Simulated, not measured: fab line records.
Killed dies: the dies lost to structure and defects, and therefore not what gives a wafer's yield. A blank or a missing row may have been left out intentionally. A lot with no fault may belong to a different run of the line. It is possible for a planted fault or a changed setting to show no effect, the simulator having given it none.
Which tool was responsible?    flow gf180mcu    72 wafers from 24 lots sampled at 3 of the route's 602 steps

== WHAT EACH GAUGE READ, for each wafer ==
GF_V3_OVL_MEAS_15.
lot   measured      on          V3_OVL (nm)
L074  day 22 20:44  overlay-01  -2 -2 -1
L075  day 23 01:50  overlay-02  5 1 2
L076  day 23 17:20  overlay-02  1 6 -2
L077  day 24 08:30  overlay-02  -7 4 -4
L078  day 24 18:14  overlay-01  -1 6 -11
L079  day 25 07:36  overlay-01  8 10 14
L081  day 25 10:40  overlay-01  1 -2 7
L080  day 25 15:05  overlay-01  0 1 -2
L082  day 25 22:05  overlay-01  -4 -1 5
L084  day 26 08:15  overlay-02  -6 -5 -7
L083  day 26 12:56  overlay-01  5 12 15
L085  day 26 22:03  overlay-02  -8 -4 -8
L086  day 26 22:53  overlay-02  4 9 5
L087  day 27 07:27  overlay-01  1 -6 -4
L088  day 27 16:32  overlay-01  2 -7 1
L090  day 28 07:53  overlay-01  7 -3 -3
L089  day 28 08:26  overlay-01  5 7 5
L091  day 28 13:47  overlay-01  2 -6 -1
L092  day 29 00:37  overlay-02  9 12 14
L093  day 29 08:09  overlay-02  0 -19 -3
L094  day 29 09:30  overlay-01  -7 -5 -2
L095  day 29 14:29  overlay-02  -1 1 1
L097  day 30 03:14  overlay-01  10 9 10
L096  day 30 04:59  overlay-02  -1 -2 3

== EACH LOT AND THE TOOL THAT RAN IT (in order: tool; ch and the chambers of the sampled wafers; start) ==
lot   GF_V1_ETCH_16                       GF_M3_SPUTTER_03
L074  rie-diel-03 ch 0,1,3, day 18 11:47  pvd-sputter-04, day 20 17:49
L075  rie-diel-04 ch 0,1,2, day 18 17:44  pvd-sputter-04, day 20 23:37
L076  rie-diel-01 ch 0,2, day 19 09:38    pvd-sputter-02, day 21 15:56
L077  rie-diel-01 ch 0,2, day 20 03:02    pvd-sputter-03, day 22 08:47
L078  rie-diel-03 ch 1,2,3, day 20 12:29  pvd-sputter-03, day 22 18:51
L079  rie-diel-04 ch 0,1,2, day 21 03:40  pvd-sputter-04, day 23 08:52
L081  rie-diel-03 ch 0,3, day 21 08:29    pvd-sputter-02, day 23 12:19
L080  rie-diel-03 ch 0,2,3, day 21 13:22  pvd-sputter-04, day 23 17:01
L082  rie-diel-04 ch 1,2, day 21 21:20    pvd-sputter-04, day 24 00:25
L084  rie-diel-04 ch 0,2, day 22 07:38    pvd-sputter-04, day 24 11:12
L083  rie-diel-04 ch 0,1, day 22 13:08    pvd-sputter-02, day 24 15:59
L085  rie-diel-03 ch 0,3, day 22 22:14    pvd-sputter-04, day 25 01:02
L086  rie-diel-03 ch 0,1,3, day 23 00:08  pvd-sputter-03, day 25 02:02
L087  rie-diel-04 ch 0,2, day 23 10:26    pvd-sputter-02, day 25 12:33
L088  rie-diel-01 ch 1,2,3, day 23 20:08  pvd-sputter-03, day 25 21:01
L090  rie-diel-01 ch 0,1,2, day 24 13:13  pvd-sputter-04, day 26 13:37
L089  rie-diel-03 ch 1,2,3, day 24 14:11  pvd-sputter-02, day 26 14:43
L091  rie-diel-01 ch 0,2,3, day 24 19:14  pvd-sputter-02, day 26 18:34
L092  rie-diel-03 ch 2,3, day 25 07:59    pvd-sputter-03, day 27 06:55
L093  rie-diel-01 ch 0,2,3, day 25 15:25  pvd-sputter-02, day 27 14:37
L094  rie-diel-03 ch 0,1, day 25 17:19    pvd-sputter-02, day 27 16:47
L095  rie-diel-04 ch 1,2,3, day 25 21:28  pvd-sputter-04, day 27 21:01
L097  rie-diel-04 ch 0,1,2, day 26 13:20  pvd-sputter-04, day 28 11:29
L096  rie-diel-03 ch 2,3, day 26 16:02    pvd-sputter-02, day 28 13:13
- GF_V1_ETCH_16: etches BARC in N2/H2.
- GF_M3_SPUTTER_03: material Ti, target thk 10 nm, time 6.7 s.

== AS READ BY THE TOOLS THEMSELVES (means over the sampled wafers that have a number; for cases with no such wafer, the mark the record gives instead) ==
GF_V1_ETCH_16.
lot   tool         drypump-motor-current-A (A)  n2-flow-sccm (sccm)  oes-product-au (a.u.)  throttle-valve-pct (%)
L074  rie-diel-03  5.6                          99.7                 0.855                  13.228
L075  rie-diel-04  5.6                          99.6                 0.858                  13.236
L076  rie-diel-01  5.6                          100.3                0.854                  13.227
L077  rie-diel-01  5.4                          100.0                0.860                  13.221
L078  rie-diel-03  5.7                          100.0                0.856                  13.232
L079  rie-diel-04  5.6                          99.9                 0.854                  13.220
L081  rie-diel-03  5.7                          100.1                0.854                  13.227
L080  rie-diel-03  5.7                          99.9                 0.859                  13.223
L082  rie-diel-04  6.0                          100.0                0.858                  13.222
L084  rie-diel-04  5.2                          100.2                0.857                  13.226
L083  rie-diel-04  5.4                          100.0                0.852                  13.231
L085  rie-diel-03  5.5                          100.2                0.853                  13.213
L086  rie-diel-03  5.6                          99.9                 0.860                  13.231
L087  rie-diel-04  5.4                          99.8                 0.858                  13.223
L088  rie-diel-01  5.6                          100.0                0.857                  13.237
L090  rie-diel-01  5.2                          99.9                 0.856                  13.219
L089  rie-diel-03  5.7                          100.1                0.857                  13.229
L091  rie-diel-01  5.7                          100.0                0.856                  13.220
L092  rie-diel-03  5.7                          100.1                0.855                  13.231
L093  rie-diel-01  5.7                          99.9                 0.855                  13.228
L094  rie-diel-03  5.8                          99.9                 0.852                  13.221
L095  rie-diel-04  5.7                          99.7                 0.856                  13.227
L097  rie-diel-04  5.6                          99.9                 0.858                  13.221
L096  rie-diel-03  5.5                          99.9                 0.856                  13.221

GF_M3_SPUTTER_03.
lot   tool            chamber-pressure-pa (Pa)  throttle-valve-pct (%)
L074  pvd-sputter-04  0.3003                    29.6
L075  pvd-sputter-04  0.3000                    30.1
L076  pvd-sputter-02  0.3001                    31.2
L077  pvd-sputter-03  0.2995                    31.2
L078  pvd-sputter-03  0.3005                    29.4
L079  pvd-sputter-04  0.3004                    30.1
L081  pvd-sputter-02  0.2995                    30.4
L080  pvd-sputter-04  0.2996                    30.2
L082  pvd-sputter-04  0.2999                    29.4
L084  pvd-sputter-04  0.3002                    29.8
L083  pvd-sputter-02  0.2997                    31.0
L085  pvd-sputter-04  0.3002                    29.7
L086  pvd-sputter-03  0.3000                    30.5
L087  pvd-sputter-02  0.3004                    30.6
L088  pvd-sputter-03  0.2999                    29.4
L090  pvd-sputter-04  0.2996                    30.2
L089  pvd-sputter-02  0.2999                    30.6
L091  pvd-sputter-02  0.2996                    30.7
L092  pvd-sputter-03  0.3000                    29.9
L093  pvd-sputter-02  0.3000                    31.1
L094  pvd-sputter-02  0.2996                    31.7
L095  pvd-sputter-04  0.3000                    29.7
L097  pvd-sputter-04  0.3001                    29.4
L096  pvd-sputter-02  0.2999                    30.4

== THE ANSWER, worked out from the rows above alone ==
Rule: what is usual is taken from the lots themselves. The widest of any qualifying gaps counts: lots, ordered by their means at a reading, are off when they make up no more than a third of the lots, leave a main group of 4 or more, and stand apart from it by 3 or more times the standard deviation of that group's means. A main group is skipped when, at the precision printed for the reading in the tables above, its means are all equal. Also off: a lot with no number at a reading for which 4 or more lots have one. Any other lot the step has rows for is counted as sound. After the gauges, taken in route order, come the tools' own readings; for these a lot's mean is taken, as printed above. At the first step where some lot is off, the reading lying furthest off is the one used; lots without a number count as furthest.
Nothing can be told from this: no lot is off at any reading shown.

== WHAT THE SIMULATOR HAD PUT IN ==
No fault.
